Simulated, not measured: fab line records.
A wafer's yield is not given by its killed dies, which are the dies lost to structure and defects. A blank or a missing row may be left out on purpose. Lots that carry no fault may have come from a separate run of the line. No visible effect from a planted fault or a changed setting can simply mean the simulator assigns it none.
Struck lot and sound lot, side by side | flow sfq line | 13 out of 325 route steps
Sound: the wafers L280.1, L280.3, L280.4. Struck: wafers L285.3, L285.4, L285.5. At the end, the cause is stated.
For every step that has rows: the tool of each side, followed by ch and its chambers, followed by its first start. Under that, the readings that differ: sound wafers | struck wafers | difference of the means | sigmas: that difference in standard deviations of wafers without a fault.
alike: words and numbers the same on both sides, and readings whose means are apart by under 2 such deviations; not compared: readings that were withheld, readings missing a value for some wafer, numbers with overlapping values and no deviation given by the record, and bounds like >300 which may hide the same value.
A row with sigmas, a row that says differs or no value, or rows on one side alone: a step with any of these is where the two part. Numbers that have no deviation but don't overlap get no sigmas and don't part them. Lack of a reading on every wafer of one side parts them only where that side has two or more wafers.

first, 6 steps without rows for these wafers: SFQ_TRILAYER_M4_LITHO_COAT_098 (resist thk 62 nm); SFQ_TRILAYER_M4_LITHO_COAT_093 (resist thk 600 nm); SFQ_TRILAYER_M4_LITHO_SOFTBAKE_097; SFQ_TRILAYER_M4_LITHO_EXPOSE_094 (exposes mask M4, target cd 500 nm); SFQ_TRILAYER_M4_LITHO_PEB_096 (peb time 60 s); SFQ_TRILAYER_M4_LITHO_DEVELOP_095 (time 60 s).
SFQ_M4_OVL_MEAS_926:
  struck on overlay-01, day 37 19:21; sound on overlay-01, day 34 16:31
  alike: M4_OVL
SFQ_TRILAYER_M4_BARC_OPEN_METAL_ETCH_123: etches BARC in O2, target depth 125 nm, time 41.7 s.
  sound on rie metal-01 ch 0,1, day 34 16:33; struck on rie metal-02 ch 0,1, day 37 19:23
  alike: drypump motor current A, he backside leak sccm, oes product au
  not compared: rf hours counter h
SFQ_TRILAYER_M4_ETCH_METAL_ETCH_096: etches Nb in Cl2/Ar, stops on SiO2, target depth 240 nm, time 120 s.
  sound on rie metal-01 ch 0,1, day 34 16:37; struck on rie metal-02 ch 0,1, day 37 19:28
  reading               | sound             | struck            | difference | sigmas
  oes product au (a.u.) | 0.880 0.883 0.888 | 0.894 0.905 0.889 | +0.012     | +2
  alike: drypump motor current A, he backside leak sccm
  not compared: rf hours counter h
SFQ_TRILAYER_M4_STRIP_STRIP_097: strips in O2.
  sound on rie metal-01 ch 0,1, day 34 16:44; struck on rie metal-02 ch 0,1, day 37 19:46
  alike: drypump motor current A, he backside leak sccm, oes product au
  not compared: rf hours counter h
then, 1 step without rows for these wafers: SFQ_TRILAYER_M4_STRIP_SOLV_CLEAN_098 (cleans in NMP, time 600 s).
SFQ_TRILAYER_I4_DEP_PECVD_099: deposits SiO2 from SiH4/N2O, time 111.11 s, target thk 500 nm.
  sound on pecvd-03 ch 0,1, day 34 17:31; struck on pecvd-03 ch 0,1, day 37 20:22
  reading                                             | sound                | struck               | difference | sigmas
  run length s (s)                                    | 138.60 138.57 138.67 | 134.98 135.68 134.77 | -3.47      | -12
  model.SiO2_of_TRILAYER_I4_DEP_PECVD_099.thk nm (nm) | 497.2 497.2 500.7    | 480.1 489.9 483.3    | -13.9      |
  alike: heater power w, throttle valve pct
SFQ_TRILAYER_I4_CMP_CMP_100: polishes SiO2.
  sound on cmp-02 ch 1,2,3, day 34 21:58; struck on cmp-01 ch 0,1,2, day 38 03:05
  alike: motor current A, slurry filter dp kPa, time to endpoint s

== WHERE THEY PART ==
Earliest at SFQ_TRILAYER_M4_ETCH_METAL_ETCH_096; latest, in this record, at SFQ_TRILAYER_I4_DEP_PECVD_099. Later steps at which nothing parts them and some readings are alike: SFQ_TRILAYER_I4_CMP_CMP_100.

WHY: whatever the simulator had introduced
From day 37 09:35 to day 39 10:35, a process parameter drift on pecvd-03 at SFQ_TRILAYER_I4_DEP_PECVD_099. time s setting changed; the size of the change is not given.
